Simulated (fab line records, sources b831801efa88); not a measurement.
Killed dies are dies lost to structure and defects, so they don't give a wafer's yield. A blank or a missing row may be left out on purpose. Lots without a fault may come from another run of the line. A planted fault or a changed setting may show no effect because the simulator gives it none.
fab line records | flow gf180mcu
record lots=5 wafers=15 last_day=34
route steps=602 shown CONTACT@293 M1@315
lots that met no fault: from a run of the same line without faults
start_h: hours from the record's first day to the start of the lot's first wafer shown | wait_h: hours since the lot's step before | " the same as in the row above | L1.1+2: a row that stands for several wafers | - no value, or no start given | * or withheld: withheld | < > ~ a bound
route shown NAME@n: a module of which the file shows steps, and the number in the route of the first | usual: mean/standard deviation of fault-free wafers | same: alike in all rows | chamber/n: place in a boat | sites: the reading at each site | _std_site: their standard deviation | _edge_site: outer sites' mean less inner sites' | radius_mm: how far each site lies from the wafer's centre | mask NAME#n: copy n | behind: the tool/chamber that last shaped the wafer | hold: why the lot was held/for how many hours/how that ended | device: the transistor (n, p or np) that didn't switch | end of line: the same wafers' tests at the end of the route | a step without rows: its recipe alone | killed: dies lost to structure and defects at the first sort, not the wafer's yield | map: a wafer's dies, x killed, . not, _ none there
set.NAME: the setting as run; set.NAME@STEP: as run at that earlier step | model.NAME: the simulator's own value behind a step, which no gauge read
lots at some steps of the route; a table a step, a row a wafer
services: from which hour (start_h, from the record's first day; less than 0 if before it) a tool's chamber was out of use, for how many hours, and why
## steps
# step GF_CONTACT_DEHYDRATE_06
# recipe temp_c=200 time_s=60
# usual resist_line_temp_C=23.01/0.097
# columns lot.wafer tool chamber start_h wait_h resist_line_temp_C
L085.1 litho_track-04 0 450.72 11.2 23.17
L085.3 " 0 " " 23.09
L085.6 " 0 " " 23.04
L087.1 litho_track-04 0 460.17 11.5 23.00
L087.3 " 0 " " 22.94
L087.6 " 0 " " 22.82
L093.2 litho_track-02 0 514.67 11.4 23.08
L093.3 " 0 " " 23.03
L093.4 " 0 " " 22.99
L095.2 litho_track-02 0 526.87 10.2 23.12
L095.4 " 0 " " 23.00
L095.5 " 0 " " 22.94
L096.2 litho_track-04 0 535.65 10.8 23.19
L096.4 " 0 " " 22.99
L096.5 " 0 " " 22.97
# step GF_CONTACT_HMDS_07
# recipe prime_time_s=60 prime_temp_c=120
# usual resist_line_temp_C=22.98/0.1
# same prime_time_s=60
# columns lot.wafer tool chamber start_h wait_h resist_line_temp_C
L085.1 litho_track-04 0 450.87 0.1 22.90
L085.3 " 0 " " 22.93
L085.6 " 0 " " 23.02
L087.1 litho_track-04 0 460.32 0.1 23.00
L087.3 " 0 " " 22.92
L087.6 " 0 " " 23.04
L093.2 litho_track-02 0 514.82 0.1 22.77
L093.3 " 0 " " 22.91
L093.4 " 0 " " 22.77
L095.2 litho_track-02 0 527.02 0.1 23.01
L095.4 " 0 " " 22.89
L095.5 " 0 " " 22.81
L096.2 litho_track-04 0 535.80 0.1 23.13
L096.4 " 0 " " 22.99
L096.5 " 0 " " 22.92
# step GF_CONTACT_COAT_08
# recipe resist=BARC temp_c=withheld time_s=withheld spin_rpm=withheld resist_thk_nm=withheld
# usual resist_line_temp_C=*
# columns lot.wafer tool chamber start_h wait_h resist_line_temp_C
L085.1 litho_track-04 0 451.02 0.1 *
L085.3 " 0 " " *
L085.6 " 0 " " *
L087.1 litho_track-04 0 460.47 0.1 *
L087.3 " 0 " " *
L087.6 " 0 " " *
L093.2 litho_track-02 0 514.97 0.1 *
L093.3 " 0 " " *
L093.4 " 0 " " *
L095.2 litho_track-02 0 527.17 0.1 *
L095.4 " 0 " " *
L095.5 " 0 " " *
L096.2 litho_track-04 0 535.95 0.1 *
L096.4 " 0 " " *
L096.5 " 0 " " *
# step GF_CONTACT_COAT_09
# recipe resist=KrF spin_rpm=withheld resist_thk_nm=1000
# usual resist_line_temp_C=23.00/0.1
# columns lot.wafer tool chamber start_h wait_h resist_line_temp_C
L085.1 litho_track-04 0 - - 23.06
L085.3 " 0 " " 22.95
L085.6 " 0 " " 23.01
L087.1 litho_track-04 0 - - 22.99
L087.3 " 0 " " 22.92
L087.6 " 0 " " 22.97
L093.2 litho_track-02 0 - - 23.04
L093.3 " 0 " " 23.12
L093.4 " 0 " " 23.03
L095.2 litho_track-02 0 - - 23.04
L095.4 " 0 " " 23.10
L095.5 " 0 " " 23.04
L096.2 litho_track-04 0 - - 23.06
L096.4 " 0 " " 22.92
L096.5 " 0 " " 23.05
# step GF_CONTACT_SOFTBAKE_10
# recipe temp_c=130 time_s=60 resist=KrF
# usual resist_line_temp_C=23.00/0.11
# columns lot.wafer tool chamber start_h wait_h resist_line_temp_C
L085.1 litho_track-04 0 - - 23.12
L085.3 " 0 " " 23.02
L085.6 " 0 " " 23.04
L087.1 litho_track-04 0 - - 23.09
L087.3 " 0 " " 22.89
L087.6 " 0 " " 23.01
L093.2 litho_track-02 0 - - 23.13
L093.3 " 0 " " 23.13
L093.4 " 0 " " 22.99
L095.2 litho_track-02 0 - - 22.91
L095.4 " 0 " " 22.89
L095.5 " 0 " " 22.97
L096.2 litho_track-04 0 - - 22.97
L096.4 " 0 " " 22.91
L096.5 " 0 " " 22.92
# step GF_CONTACT_EXPOSE_11
# recipe mask_id=Contact target_cd_nm=220 na=0.68 source_shape=conventional sigma_outer=0.6 dose_mj=38
# columns lot.wafer tool chamber start_h wait_h mask
L085.1+3+6 krf_scanner-02 0 - - Contact#0
L087.1+3+6 krf_scanner-01 0 - - Contact#0
L093.2+3+4 krf_scanner-02 0 - - Contact#0
L095.2+4+5 krf_scanner-02 0 - - Contact#0
L096.2+4+5 krf_scanner-01 0 - - Contact#0
# step GF_CONTACT_PEB_12
# recipe peb_temp_c=134.2 peb_time_s=90 resist=KrF
# usual resist_line_temp_C=23.01/0.1
# columns lot.wafer tool chamber start_h wait_h resist_line_temp_C
L085.1 litho_track-02 0 - - 23.11
L085.3 " 0 " " 23.04
L085.6 " 0 " " 23.08
L087.1 litho_track-03 0 - - 22.93
L087.3 " 0 " " 23.08
L087.6 " 0 " " 22.95
L093.2 litho_track-02 0 - - 23.02
L093.3 " 0 " " 22.91
L093.4 " 0 " " 22.94
L095.2 litho_track-02 0 - - 23.04
L095.4 " 0 " " 23.05
L095.5 " 0 " " 22.84
L096.2 litho_track-03 0 - - 23.10
L096.4 " 0 " " 23.03
L096.5 " 0 " " 23.02
# step GF_CONTACT_DEVELOP_13
# recipe develop_time_s=60 resist=KrF dev_temp_c=21
# usual developer_temp_C=20.96/0.11 resist_line_temp_C=23.00/0.12
# columns lot.wafer tool chamber start_h wait_h developer_temp_C resist_line_temp_C
L085.1 litho_track-02 0 463.50 0.2 20.89 22.90
L085.3 " 0 " " 20.81 22.96
L085.6 " 0 " " 20.89 23.18
L087.1 litho_track-03 0 472.92 0.2 21.05 22.93
L087.3 " 0 " " 21.07 23.06
L087.6 " 0 " " 21.02 22.96
L093.2 litho_track-02 0 526.07 0.2 21.10 23.09
L093.3 " 0 " " 20.85 23.03
L093.4 " 0 " " 21.00 23.14
L095.2 litho_track-02 0 538.82 0.2 20.84 22.81
L095.4 " 0 " " 20.86 23.03
L095.5 " 0 " " 20.74 22.88
L096.2 litho_track-03 0 547.59 0.2 20.88 22.84
L096.4 " 0 " " 20.91 22.92
L096.5 " 0 " " 20.80 23.02
# step GF_CONTACT_CD_MEAS_14
# recipe target_cd_nm=220
# usual cd_nm=219.8/1.6
# columns lot.wafer tool chamber start_h wait_h cd_nm
L085.1 cd_sem-01 - 463.65 0.1 218.5
L085.3 " - " " 217.7
L085.6 " - " " 218.6
L087.1 cd_sem-02 - 473.07 0.1 217.9
L087.3 " - " " 217.8
L087.6 " - " " 219.0
L093.2 cd_sem-01 - 526.22 0.1 219.9
L093.3 " - " " 220.2
L093.4 " - " " 220.6
L095.2 cd_sem-01 - 538.99 0.1 221.8
L095.4 " - " " 221.0
L095.5 " - " " 221.5
L096.2 cd_sem-01 - 547.73 0.1 218.5
L096.4 " - " " 218.0
L096.5 " - " " 218.0
# step GF_CONTACT_OVL_MEAS_15
# usual CONTACT_OVL=2/5.9
# columns lot.wafer tool chamber start_h wait_h CONTACT_OVL[nm]
L085.1 overlay-02 - 463.77 0.1 9
L085.3 " - " " 15
L085.6 " - " " 10
L087.1 overlay-01 - 473.19 0.1 -4
L087.3 " - " " 1
L087.6 " - " " 6
L093.2 overlay-02 - 526.32 0.1 -1
L093.3 " - " " -4
L093.4 " - " " 2
L095.2 overlay-02 - 539.10 0.1 -4
L095.4 " - " " 7
L095.5 " - " " 5
L096.2 overlay-01 - 547.84 0.1 -1
L096.4 " - " " -7
L096.5 " - " " 3
# step GF_CONTACT_ETCH_16
# recipe chemistry=N2/H2 target_depth_a=withheld overetch_a=withheld time_s=withheld target=BARC ion_energy_ev=200 source_w=500 bias_w=100 pressure_mtorr=30 n2_flow_sccm=100 h2_flow_sccm=200
# usual drypump_motor_current_A=5.6/0.43 oes_product_au=0.855/0.0046 throttle_valve_pct=13.225/0.0099
# columns lot.wafer tool chamber start_h wait_h drypump_motor_current_A oes_product_au throttle_valve_pct
L085.1 rie_diel-02 1 463.80 0.0 5.4 0.857 13.227
L085.3 " 3 " " 6.1 0.862 13.229
L085.6 " 0 " " 4.8 0.858 13.223
L087.1 rie_diel-01 3 473.22 0.0 5.8 0.852 13.234
L087.3 " 0 " " 6.3 0.858 13.214
L087.6 " 0 " " 6.3 0.854 13.225
L093.2 rie_diel-03 0 526.35 0.0 6.1 0.853 13.229
L093.3 " 1 " " 5.9 0.854 13.235
L093.4 " 3 " " 5.7 0.854 13.229
L095.2 rie_diel-03 3 539.13 0.0 5.7 0.853 13.228
L095.4 " 2 " " 5.2 0.855 13.223
L095.5 " 3 " " 5.7 0.845 13.239
L096.2 rie_diel-02 3 547.87 0.0 6.0 0.859 13.233
L096.4 " 1 " " 5.3 0.858 13.251
L096.5 " 0 " " 4.8 0.862 13.234
# step GF_CONTACT_ETCH_17
# recipe chemistry=C4F8/O2/Ar mask_material=KrF target=SiO2 stop_on=CoSi2 source_w=1500 bias_w=1200 pressure_mtorr=40 c4f8_flow_sccm=withheld O2_flow_sccm=6 Ar_flow_sccm=300 time_s=withheld target_depth_a=8600
# usual oes_product_au=0.814/0.0045
# columns lot.wafer tool chamber start_h wait_h oes_product_au
L085.1 rie_diel-02 1 - - 0.815
L085.3 " 3 " " 0.816
L085.6 " 0 " " 0.815
L087.1 rie_diel-01 3 - - 0.814
L087.3 " 0 " " 0.806
L087.6 " 0 " " 0.813
L093.2 rie_diel-03 0 - - 0.811
L093.3 " 1 " " 0.816
L093.4 " 3 " " 0.811
L095.2 rie_diel-03 3 - - 0.807
L095.4 " 2 " " 0.814
L095.5 " 3 " " 0.820
L096.2 rie_diel-02 3 - - 0.820
L096.4 " 1 " " 0.820
L096.5 " 0 " " 0.818
# step GF_CONTACT_STRIP_18
# recipe chemistry=O2/N2 power_w=1400 pressure_mtorr=1500 platen_temp_c=250 o2_flow_sccm=3000 n2_flow_sccm=300 overash_fraction=0.5
# usual drypump_motor_current_A=5.90/0.24 heater_power_w=337/55 oes_product_au=0.581/0.0057
# columns lot.wafer tool chamber start_h wait_h drypump_motor_current_A heater_power_w oes_product_au rf_hours_counter_h
L085.1 plasma_asher-04 0 463.97 - 5.76 427 0.591 3
L085.3 " 0 " " 5.76 442 0.585 -
L085.6 " 0 " " 5.73 420 0.585 -
L087.1 plasma_asher-01 0 473.38 - 6.10 340 0.577 86
L087.3 " 1 " " 6.07 280 0.587 -
L087.6 " 1 " " 6.08 283 0.586 -
L093.2 plasma_asher-04 1 526.51 - 5.93 290 0.574 11
L093.3 " 0 " " 5.80 434 0.585 -
L093.4 " 1 " " 5.89 293 0.573 -
L095.2 plasma_asher-04 1 539.29 - 5.89 291 0.581 12
L095.4 " 0 " " 5.79 439 0.575 -
L095.5 " 0 " " 5.80 430 0.574 -
L096.2 plasma_asher-02 1 548.03 - 5.32 363 0.586 43
L096.4 " 1 " " 5.30 360 0.583 -
L096.5 " 1 " " 5.30 354 0.582 -
# step GF_CONTACT_CLEAN_19
# recipe chemistry=SPM
# columns lot.wafer tool chamber start_h wait_h
L085.1+3+6 wet_bench-03 1 464.07 0.1
L087.1+3+6 wet_bench-02 2 473.48 0.1
L093.2+3+4 wet_bench-03 3 526.61 0.1
L095.2+4+5 wet_bench-02 2 539.39 0.1
L096.2+4+5 wet_bench-01 2 548.13 0.1
# step GF_CONTACT_CLEAN_20
# recipe chemistry=DIW
# columns lot.wafer tool chamber start_h wait_h
L085.1+3+6 wet_bench-01 2 464.16 0.0
L087.1+3+6 wet_bench-01 3 473.58 0.0
L093.2+3+4 wet_bench-01 0 526.71 0.0
L095.2+4+5 wet_bench-01 1 539.49 0.0
L096.2+4+5 wet_bench-02 0 548.23 0.0
# step GF_CONTACT_CLEAN_21
# recipe chemistry=dHF time_s=20 dilution=100:1 dry=ipa_marangoni
# columns lot.wafer tool chamber start_h wait_h
L085.1+3+6 wet_bench-03 1 464.25 0.0
L087.1+3+6 wet_bench-03 2 473.67 0.0
L093.2+3+4 wet_bench-02 0 526.91 0.0
L095.2+4+5 wet_bench-01 3 539.58 0.0
L096.2+4+5 wet_bench-03 1 548.33 0.0
# step GF_CONTACT_SPUTTER_22
# recipe material=Ti target_thk_nm=15 chamber_pressure_pa=5 power_w=2500 substrate_temp_c=200 time_s=80.02
# usual cathode_dc_power_W=2500.0/0.47 throttle_valve_pct=30.0/1
# columns lot.wafer tool chamber start_h wait_h cathode_dc_power_W throttle_valve_pct
L085.1 pvd_sputter-04 - 464.26 0.0 2500.4 29.4
L085.3 " - " " 2500.4 28.6
L085.6 " - " " 2500.1 29.0
L087.1 pvd_sputter-04 - 473.68 0.0 2499.8 29.2
L087.3 " - " " 2499.8 29.3
L087.6 " - " " 2499.5 28.8
L093.2 pvd_sputter-01 - 526.92 0.0 2500.0 30.1
L093.3 " - " " 2499.9 30.1
L093.4 " - " " 2499.6 29.4
L095.2 pvd_sputter-04 - 539.59 0.0 2499.5 30.1
L095.4 " - " " 2500.6 29.7
L095.5 " - " " 2500.1 30.0
L096.2 pvd_sputter-01 - 548.35 0.0 2499.4 30.2
L096.4 " - " " 2500.0 29.6
L096.5 " - " " 2500.2 30.1
# step GF_CONTACT_SPUTTER_23
# recipe material=TiN target_thk_nm=10 chamber_pressure_pa=5 power_w=4000 time_s=40
# usual cathode_dc_power_W=4000.0/0.64 throttle_valve_pct=30.0/1
# columns lot.wafer tool chamber start_h wait_h cathode_dc_power_W throttle_valve_pct
L085.1 pvd_sputter-04 - 464.32 0.0 3999.6 29.4
L085.3 " - " " 4000.4 28.5
L085.6 " - " " 3999.5 29.0
L087.1 pvd_sputter-04 - 473.74 0.0 3999.3 28.9
L087.3 " - " " 3998.9 29.6
L087.6 " - " " 3999.0 29.1
L093.2 pvd_sputter-01 - 526.98 0.0 4000.9 30.2
L093.3 " - " " 3999.0 30.2
L093.4 " - " " 3999.4 29.7
L095.2 pvd_sputter-04 - 539.66 0.0 3999.8 29.8
L095.4 " - " " 3998.7 29.7
L095.5 " - " " 3999.3 30.0
L096.2 pvd_sputter-01 - 548.41 0.0 4001.2 29.8
L096.4 " - " " 4000.6 29.8
L096.5 " - " " 3999.8 30.0
# step GF_CONTACT_CVD_24
# recipe material=W target_thk_nm=300 time_s=90.339 temp_c=400 pressure_torr=40
# usual heater_power_outer_w=517/29 heater_power_w=841/67
# columns lot.wafer tool chamber start_h wait_h heater_power_outer_w heater_power_w
L085.1 cvd_w-02 0 464.36 0.0 481 754
L085.3 " 1 " " 533 921
L085.6 " 0 " " 479 755
L087.1 cvd_w-01 1 473.78 0.0 506 826
L087.3 " 0 " " 564 838
L087.6 " 0 " " 560 865
L093.2 cvd_w-02 1 527.02 0.0 542 928
L093.3 " 0 " " 484 746
L093.4 " 1 " " 536 921
L095.2 cvd_w-02 0 539.69 0.0 488 758
L095.4 " 0 " " 493 772
L095.5 " 1 " " 532 926
L096.2 cvd_w-02 1 548.45 0.0 539 913
L096.4 " 1 " " 537 929
L096.5 " 1 " " 543 896
# step GF_CONTACT_RS_MEAS_25
# recipe thk_meas_gauge=four-point-probe reads=W_of_CONTACT_CVD_24+TiN_of_CONTACT_SPUTTER_23+Ti_of_CONTACT_SPUTTER_22
# usual CONTACT_W_RS=0.382/0.0045
# columns lot.wafer tool chamber start_h wait_h CONTACT_W_RS[ohm/sq]
L085.1 film_metro-01 - 464.46 0.1 0.386
L085.3 " - " " 0.379
L085.6 " - " " 0.387
L087.1 film_metro-02 - 473.88 0.1 0.378
L087.3 " - " " 0.378
L087.6 " - " " 0.380
L093.2 film_metro-04 - 527.14 0.1 0.375
L093.3 " - " " 0.378
L093.4 " - " " 0.374
L095.2 film_metro-04 - 539.82 0.1 0.376
L095.4 " - " " 0.379
L095.5 " - " " 0.382
L096.2 film_metro-01 - 548.57 0.1 0.379
L096.4 " - " " 0.374
L096.5 " - " " 0.379
# step GF_CONTACT_THK_MEAS_26
# recipe thk_meas_gauge=xrf reads=W_of_CONTACT_CVD_24
# usual CONTACT_W_THK=299/3.9
# columns lot.wafer tool chamber start_h wait_h CONTACT_W_THK[nm]
L085.1 film_metro-01 - 464.58 0.1 297
L085.3 " - " " 302
L085.6 " - " " 294
L087.1 film_metro-02 - 474.00 0.1 301
L087.3 " - " " 301
L087.6 " - " " 301
L093.2 film_metro-04 - 527.25 0.1 305
L093.3 " - " " 304
L093.4 " - " " 308
L095.2 film_metro-04 - 539.93 0.1 303
L095.4 " - " " 300
L095.5 " - " " 300
L096.2 film_metro-01 - 548.68 0.1 303
L096.4 " - " " 306
L096.5 " - " " 301
# step GF_CONTACT_CMP_27
# recipe stop_on=SiO2 down_force_psi=3.5 platen_rpm=60 t_overpolish_s=15 target_thk_nm=0 pad_velocity_m_s=0.94248
# usual motor_current_A=10.6/1.2 overpolish_run_s=15.000/0.0092 time_to_endpoint_s=72/3.6
# columns lot.wafer tool chamber start_h wait_h motor_current_A overpolish_run_s time_to_endpoint_s
L085.1 cmp-02 3 464.69 0.1 14.5 15.005 76
L085.3 " 0 " " 10.0 15.013 75
L085.6 " 3 " " 13.8 14.975 76
L087.1 cmp-01 1 474.16 0.1 8.6 14.990 74
L087.3 " 2 " " 10.5 14.986 78
L087.6 " 3 " " 11.1 14.999 72
L093.2 cmp-01 0 527.35 0.1 10.7 14.995 76
L093.4 " 1 " " 8.9 15.003 73
L093.3 " 2 " " 9.9 14.992 73
L095.4 cmp-02 0 540.16 0.2 10.1 15.010 69
L095.2 " 3 " " 14.3 15.007 73
L095.5 " 1 " " 10.6 15.006 68
L096.4 cmp-02 0 548.73 0.0 10.3 15.016 70
L096.2 " 2 " " 12.2 15.017 72
L096.5 " 0 " " 10.1 15.003 69
# step GF_M1_SPUTTER_00
# recipe material=Ti target_thk_nm=37.5 arriving_ion_energy_ev=80 substrate_temp_c=200 chamber_pressure_pa=2 power_w=4000 time_s=150
# usual cathode_dc_power_W=4000.1/0.77 throttle_valve_pct=29.9/1
# columns lot.wafer tool chamber start_h wait_h cathode_dc_power_W throttle_valve_pct
L085.1 pvd_sputter-03 - 464.94 0.2 4000.0 29.3
L085.3 " - " " 4001.6 28.5
L085.6 " - " " 4000.6 28.3
L087.1 pvd_sputter-01 - 474.36 0.1 4001.0 30.2
L087.3 " - " " 3999.7 29.7
L087.6 " - " " 3999.2 30.4
L093.2 pvd_sputter-02 - 527.60 0.2 3999.7 30.2
L093.3 " - " " 4000.8 32.2
L093.4 " - " " 4001.2 29.1
L095.2 pvd_sputter-02 - 540.46 0.1 4000.5 29.0
L095.4 " - " " 4000.0 29.8
L095.5 " - " " 4000.7 32.7
L096.2 pvd_sputter-02 - 549.03 0.1 3998.0 32.5
L096.4 " - " " 4000.1 30.3
L096.5 " - " " 4000.5 30.1
# step GF_M1_SPUTTER_01
# recipe material=TiN target_thk_nm=30 power_w=6500 time_s=25 chamber_pressure_pa=0.4
# usual cathode_dc_power_W=6500.1/1.1 throttle_valve_pct=29.9/1
# columns lot.wafer tool chamber start_h wait_h cathode_dc_power_W throttle_valve_pct
L085.1 pvd_sputter-03 - 465.04 0.1 6499.8 29.4
L085.3 " - " " 6501.4 28.3
L085.6 " - " " 6499.4 28.2
L087.1 pvd_sputter-01 - 474.46 0.1 6502.0 30.2
L087.3 " - " " 6499.1 29.8
L087.6 " - " " 6499.3 30.2
L093.2 pvd_sputter-02 - 527.70 0.1 6500.1 30.0
L093.3 " - " " 6501.0 32.4
L093.4 " - " " 6499.7 29.0
L095.2 pvd_sputter-02 - 540.56 0.1 6499.9 28.7
L095.4 " - " " 6499.7 29.9
L095.5 " - " " 6500.2 32.3
L096.2 pvd_sputter-02 - 549.13 0.1 6500.4 32.2
L096.4 " - " " 6500.4 30.1
L096.5 " - " " 6500.3 30.3
# step GF_M1_SPUTTER_02
# recipe material=AlCu target_thk_nm=450 power_w=10600 time_s=23.9 chamber_pressure_pa=0.4
# usual cathode_dc_power_W=10600/1.9 throttle_valve_pct=29.9/1
# columns lot.wafer tool chamber start_h wait_h cathode_dc_power_W throttle_valve_pct
L085.1 pvd_sputter-03 - 465.07 0.0 10601 29.5
L085.3 " - " " 10601 28.6
L085.6 " - " " 10598 28.2
L087.1 pvd_sputter-01 - 474.49 0.0 10598 30.4
L087.3 " - " " 10599 29.5
L087.6 " - " " 10601 30.8
L093.2 pvd_sputter-02 - 527.73 0.0 10603 29.9
L093.3 " - " " 10604 32.4
L093.4 " - " " 10599 28.9
L095.2 pvd_sputter-02 - 540.59 0.0 10606 28.7
L095.4 " - " " 10597 30.0
L095.5 " - " " 10605 32.3
L096.2 pvd_sputter-02 - 549.16 0.0 10598 32.4
L096.4 " - " " 10598 30.3
L096.5 " - " " 10601 30.4
# step GF_M1_SPUTTER_03
# recipe material=Ti target_thk_nm=10 substrate_temp_c=300 chamber_pressure_pa=0.3 power_w=3000 time_s=6.7
# usual cathode_dc_power_W=3000.0/0.52 throttle_valve_pct=29.9/1
# columns lot.wafer tool chamber start_h wait_h cathode_dc_power_W throttle_valve_pct
L085.1 pvd_sputter-03 - 465.10 0.0 3000.0 29.8
L085.3 " - " " 3000.8 28.6
L085.6 " - " " 3000.1 28.5
L087.1 pvd_sputter-01 - 474.52 0.0 3000.6 30.3
L087.3 " - " " 3001.1 29.7
L087.6 " - " " 2999.9 30.2
L093.2 pvd_sputter-02 - 527.76 0.0 3000.2 29.9
L093.3 " - " " 2999.8 32.3
L093.4 " - " " 2999.8 28.9
L095.2 pvd_sputter-02 - 540.62 0.0 2999.1 28.7
L095.4 " - " " 2999.4 29.9
L095.5 " - " " 3000.5 32.3
L096.2 pvd_sputter-02 - 549.19 0.0 3000.5 32.3
L096.4 " - " " 3000.0 30.4
L096.5 " - " " 3000.2 30.0
# step GF_M1_SPUTTER_04
# recipe material=TiN target_thk_nm=50 power_w=6500 time_s=41.7 chamber_pressure_pa=0.4
# usual cathode_dc_power_W=6500.1/1.2 throttle_valve_pct=29.9/1
# columns lot.wafer tool chamber start_h wait_h cathode_dc_power_W throttle_valve_pct
L085.1 pvd_sputter-03 - 465.12 0.0 6499.1 29.3
L085.3 " - " " 6500.2 28.4
L085.6 " - " " 6501.1 28.5
L087.1 pvd_sputter-01 - 474.54 0.0 6499.0 30.1
L087.3 " - " " 6501.5 29.7
L087.6 " - " " 6500.7 30.3
L093.2 pvd_sputter-02 - 527.78 0.0 6501.2 29.8
L093.3 " - " " 6499.8 32.2
L093.4 " - " " 6501.2 28.9
L095.2 pvd_sputter-02 - 540.64 0.0 6500.7 28.7
L095.4 " - " " 6500.4 29.8
L095.5 " - " " 6499.6 32.1
L096.2 pvd_sputter-02 - 549.21 0.0 6499.9 32.2
L096.4 " - " " 6500.1 30.3
L096.5 " - " " 6500.2 30.1
# step GF_M1_RS_MEAS_05
# recipe thk_meas_gauge=four-point-probe reads=TiN_of_M1_SPUTTER_04+Ti_of_M1_SPUTTER_03+AlCu_of_M1_SPUTTER_02+TiN_of_M1_SPUTTER_01+Ti_of_M1_SPUTTER_00
# usual M1_ALCU_RS=0.0699/0.00075
# columns lot.wafer tool chamber start_h wait_h M1_ALCU_RS[ohm/sq]
L085.1 film_metro-03 - 465.16 0.0 0.0714
L085.3 " - " " 0.0700
L085.6 " - " " 0.0696
L087.1 film_metro-03 - 474.58 0.0 0.0688
L087.3 " - " " 0.0694
L087.6 " - " " 0.0690
L093.2 film_metro-02 - 527.84 0.0 0.0705
L093.3 " - " " 0.0712
L093.4 " - " " 0.0695
L095.2 film_metro-04 - 540.70 0.0 0.0700
L095.4 " - " " 0.0705
L095.5 " - " " 0.0710
L096.2 film_metro-04 - 549.27 0.0 0.0709
L096.4 " - " " 0.0705
L096.5 " - " " 0.0708
# step GF_M1_THK_MEAS_06
# recipe thk_meas_gauge=xrf reads=AlCu_of_M1_SPUTTER_02
# usual M1_ALCU_THK=455/5.9
# columns lot.wafer tool chamber start_h wait_h M1_ALCU_THK[nm]
L085.1 film_metro-03 - 465.28 0.1 449
L085.3 " - " " 460
L085.6 " - " " 462
L087.1 film_metro-03 - 474.70 0.1 465
L087.3 " - " " 462
L087.6 " - " " 469
L093.2 film_metro-02 - 527.95 0.1 449
L093.3 " - " " 446
L093.4 " - " " 457
L095.2 film_metro-04 - 540.81 0.1 451
L095.4 " - " " 450
L095.5 " - " " 446
L096.2 film_metro-04 - 549.38 0.1 449
L096.4 " - " " 452
L096.5 " - " " 446
# step GF_M1_DEHYDRATE_07
# recipe temp_c=200 time_s=60
# usual resist_line_temp_C=22.99/0.11
# columns lot.wafer tool chamber start_h wait_h resist_line_temp_C
L085.1 litho_track-01 0 476.40 11.1 23.00
L085.3 " 0 " " 23.03
L085.6 " 0 " " 23.12
L087.1 litho_track-01 0 486.00 11.3 22.86
L087.3 " 0 " " 22.96
L087.6 " 0 " " 22.90
L093.2 litho_track-04 0 538.95 11.0 23.12
L093.3 " 0 " " 23.09
L093.4 " 0 " " 23.25
L095.2 litho_track-01 0 550.97 10.2 22.85
L095.4 " 0 " " 22.93
L095.5 " 0 " " 22.83
L096.2 litho_track-03 0 560.09 10.7 22.99
L096.4 " 0 " " 22.92
L096.5 " 0 " " 22.95
# step GF_M1_HMDS_08
# recipe prime_time_s=60 prime_temp_c=120
# usual resist_line_temp_C=23.00/0.098
# same prime_time_s=60
# columns lot.wafer tool chamber start_h wait_h resist_line_temp_C
L085.1 litho_track-01 0 476.55 0.1 22.97
L085.3 " 0 " " 23.01
L085.6 " 0 " " 22.80
L087.1 litho_track-01 0 486.15 0.1 23.10
L087.3 " 0 " " 23.20
L087.6 " 0 " " 23.04
L093.2 litho_track-04 0 539.10 0.1 22.79
L093.3 " 0 " " 22.93
L093.4 " 0 " " 22.87
L095.2 litho_track-01 0 551.12 0.1 23.16
L095.4 " 0 " " 23.01
L095.5 " 0 " " 22.96
L096.2 litho_track-03 0 560.24 0.1 23.01
L096.4 " 0 " " 23.01
L096.5 " 0 " " 22.93
# step GF_M1_COAT_09
# recipe resist=KrF spin_rpm=withheld resist_thk_nm=1000
# usual resist_line_temp_C=23.00/0.11
# columns lot.wafer tool chamber start_h wait_h resist_line_temp_C
L085.1 litho_track-01 0 476.70 0.1 22.98
L085.3 " 0 " " 23.02
L085.6 " 0 " " 22.99
L087.1 litho_track-01 0 486.30 0.1 22.88
L087.3 " 0 " " 22.94
L087.6 " 0 " " 23.03
L093.2 litho_track-04 0 539.25 0.1 22.79
L093.3 " 0 " " 22.76
L093.4 " 0 " " 22.82
L095.2 litho_track-01 0 551.27 0.1 23.05
L095.4 " 0 " " 22.79
L095.5 " 0 " " 22.91
L096.2 litho_track-03 0 560.39 0.1 23.13
L096.4 " 0 " " 23.18
L096.5 " 0 " " 23.18
# step GF_M1_SOFTBAKE_10
# recipe temp_c=130 time_s=60 resist=KrF
# usual resist_line_temp_C=23.00/0.089
# columns lot.wafer tool chamber start_h wait_h resist_line_temp_C
L085.1 litho_track-01 0 476.85 0.1 23.09
L085.3 " 0 " " 23.00
L085.6 " 0 " " 23.14
L087.1 litho_track-01 0 486.45 0.1 23.03
L087.3 " 0 " " 23.19
L087.6 " 0 " " 22.93
L093.2 litho_track-04 0 539.40 0.1 22.93
L093.3 " 0 " " 22.95
L093.4 " 0 " " 22.82
L095.2 litho_track-01 0 551.42 0.1 23.08
L095.4 " 0 " " 22.75
L095.5 " 0 " " 23.02
L096.2 litho_track-03 0 560.54 0.1 22.89
L096.4 " 0 " " 22.93
L096.5 " 0 " " 22.97
# step GF_M1_EXPOSE_11
# recipe mask_id=Metal1 target_cd_nm=230 na=0.68 source_shape=conventional sigma_outer=0.6 dose_mj=28
# columns lot.wafer tool chamber start_h wait_h mask
L085.1+3+6 krf_scanner-01 0 - - Metal1#0
L087.1+3+6 krf_scanner-02 0 - - Metal1#0
L093.2+3+4 krf_scanner-02 0 - - Metal1#0
L095.2+4+5 krf_scanner-02 0 - - Metal1#0
L096.2+4+5 krf_scanner-02 0 - - Metal1#0
## services
# columns tool chamber start_h hours kind
cmp-01 - 436.59 1.0 repair
cmp-01 - 436.62 0.2 repair
krf_scanner-01 - 439.45 0.6 repair
krf_scanner-02 - 444.37 1.3 pm
krf_scanner-02 - 445.67 0.8 pm
rie_diel-01 1 458.15 5.1 repair
krf_scanner-02 - 465.35 1.0 pm
krf_scanner-02 - 473.88 3.6 pm
cvd_w-02 - 478.00 0.5 repair
krf_scanner-01 - 478.51 7.2 pm
krf_scanner-01 - 485.71 1.0 pm
cmp-02 - 486.76 4.5 pm
krf_scanner-01 - 487.78 5.4 repair
rie_diel-02 0 489.46 7.2 repair
pvd_sputter-03 - 497.74 0.7 repair
pvd_sputter-03 - 499.97 1.3 repair
pvd_sputter-04 - 509.58 9.4 repair
krf_scanner-01 - 521.96 0.7 repair
krf_scanner-01 - 527.62 1.3 pm
krf_scanner-02 - 533.92 4.0 pm
krf_scanner-01 - 541.17 4.0 pm
plasma_asher-04 - 543.57 1.5 repair
pvd_sputter-01 - 551.39 0.6 repair
krf_scanner-01 - 555.04 0.8 pm
## key
fault none
